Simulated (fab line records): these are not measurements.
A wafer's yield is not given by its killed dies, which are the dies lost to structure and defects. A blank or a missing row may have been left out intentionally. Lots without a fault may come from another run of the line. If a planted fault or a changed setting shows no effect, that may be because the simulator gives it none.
Which of the tools did it?	flow gf180mcu	12 lots with 36 wafers sampled at 3 steps, on a route of 602 steps

## WHAT THE GAUGES SHOWED, per wafer
GF_CONTACT_THK_MEAS_03. Usual: CONTACT_CVD_02_THK typically reads 861 nm, with standard deviation 11.
lot	measured	on	CONTACT_CVD_02_THK (nm)	flag
L625	day 15 16:42	filmMetro-03	859 857 882	
L627	day 16 07:04	filmMetro-04	868 870 854	
L629	day 16 21:59	filmMetro-03	870 873 874	
L631	day 17 22:50	filmMetro-04	847 860 866	
L632	day 18 04:49	filmMetro-03	853 850 862	
L634	day 19 01:11	filmMetro-01	837 859 855	
L635	day 19 06:22	filmMetro-03	844 848 861	
L636	day 19 15:20	filmMetro-03	851 855 860	
L637	day 19 23:45	filmMetro-01	861 860 879	
L642	day 21 15:54	filmMetro-01	852 868 857	
L643	day 22 06:25	filmMetro-04	862 871 867	
L647	day 23 07:49	filmMetro-01	862 856 870	

## TOOL THAT RAN EACH LOT (tool first, then ch and the chambers of the sampled wafers, then the start)
lot	GF_SAB_ETCH_11	GF_SALICIDE_SPUTTER_02
L625	rieDiel-04 ch 1,2,3, day 15 15:40	pvdSputter-02, day 15 16:00
L627	rieDiel-04 ch 0,1,3, day 16 06:00	pvdSputter-02, day 16 06:20
L629	rieDiel-01 ch 0,1,3, day 16 20:57	pvdSputter-02, day 16 21:17
L631	rieDiel-01 ch 0,2,3, day 17 21:46	pvdSputter-01, day 17 22:07
L632	rieDiel-02 ch 0,1,2, day 18 03:46	pvdSputter-01, day 18 04:06
L634	rieDiel-02 ch 1,2,3, day 19 00:09	pvdSputter-04, day 19 00:29
L635	rieDiel-01 ch 0,1,2, day 19 05:19	pvdSputter-01, day 19 05:39
L636	rieDiel-04 ch 0,2,3, day 19 14:18	pvdSputter-04, day 19 14:38
L637	rieDiel-04 ch 0,2,3, day 19 22:43	pvdSputter-04, day 19 23:03
L642	rieDiel-01 ch 0,1, day 21 14:51	pvdSputter-04, day 21 15:12
L643	rieDiel-02 ch 0,1, day 22 05:21	pvdSputter-01, day 22 05:43
L647	rieDiel-01 ch 1,2,3, day 23 06:38	pvdSputter-04, day 23 06:59
- GF_SAB_ETCH_11: etches SiO2 in C4F8/O2/Ar, target depth 55 nm, time 8.5 s.
- GF_SALICIDE_SPUTTER_02: material Co, target thk 10 nm, time 20 s.

## WHAT THE TOOLS THEMSELVES READ (means of the sampled wafers that have a number; where no wafer has one, the mark that the record gives instead)
GF_SAB_ETCH_11. Usual: chamberPressureMTorr 40.00 mTorr, standard deviation 0.036; oesProductAu 0.998 a.u., standard deviation 0.009.
lot	tool	chamberPressureMTorr (mTorr)	oesProductAu (a.u.)	flag
L625	rieDiel-04	40.01	1.002	
L627	rieDiel-04	40.01	0.996	
L629	rieDiel-01	39.99	0.999	
L631	rieDiel-01	39.99	0.992	
L632	rieDiel-02	40.00	1.005	
L634	rieDiel-02	40.02	1.003	
L635	rieDiel-01	39.98	1.001	
L636	rieDiel-04	39.99	0.997	
L637	rieDiel-04	39.97	0.998	
L642	rieDiel-01	40.00	1.002	
L643	rieDiel-02	40.01	1.006	
L647	rieDiel-01	40.02	0.989	

GF_SALICIDE_SPUTTER_02. Usual: throttleValvePct 30.2 %, standard deviation 1.2.
lot	tool	throttleValvePct (%)	flag
L625	pvdSputter-02	30.8	
L627	pvdSputter-02	29.8	
L629	pvdSputter-02	30.2	
L631	pvdSputter-01	29.2	
L632	pvdSputter-01	29.5	
L634	pvdSputter-04	30.1	
L635	pvdSputter-01	30.0	
L636	pvdSputter-04	30.7	
L637	pvdSputter-04	30.2	
L642	pvdSputter-04	30.3	
L643	pvdSputter-01	29.6	
L647	pvdSputter-04	30.3	

## THE ANSWER, worked out from the rows above alone
Rule: take the mean of a lot's wafers that have a number; if it is more than 3 standard deviations from the usual mean, the lot is off. Also off: a lot with no number at a reading for which 4 or more lots have one. Where the step has rows for the other lots, those lots are counted as sound. After the gauges, taken in route order, come the tools' own readings; for these a lot's mean is taken, as printed above. At the first step where some lot is off, the reading lying furthest off is the one used; lots without a number count as furthest.
No lot is off on any of the readings shown, so nothing can be concluded from this.

## WHAT WAS PUT IN BY THE SIMULATOR
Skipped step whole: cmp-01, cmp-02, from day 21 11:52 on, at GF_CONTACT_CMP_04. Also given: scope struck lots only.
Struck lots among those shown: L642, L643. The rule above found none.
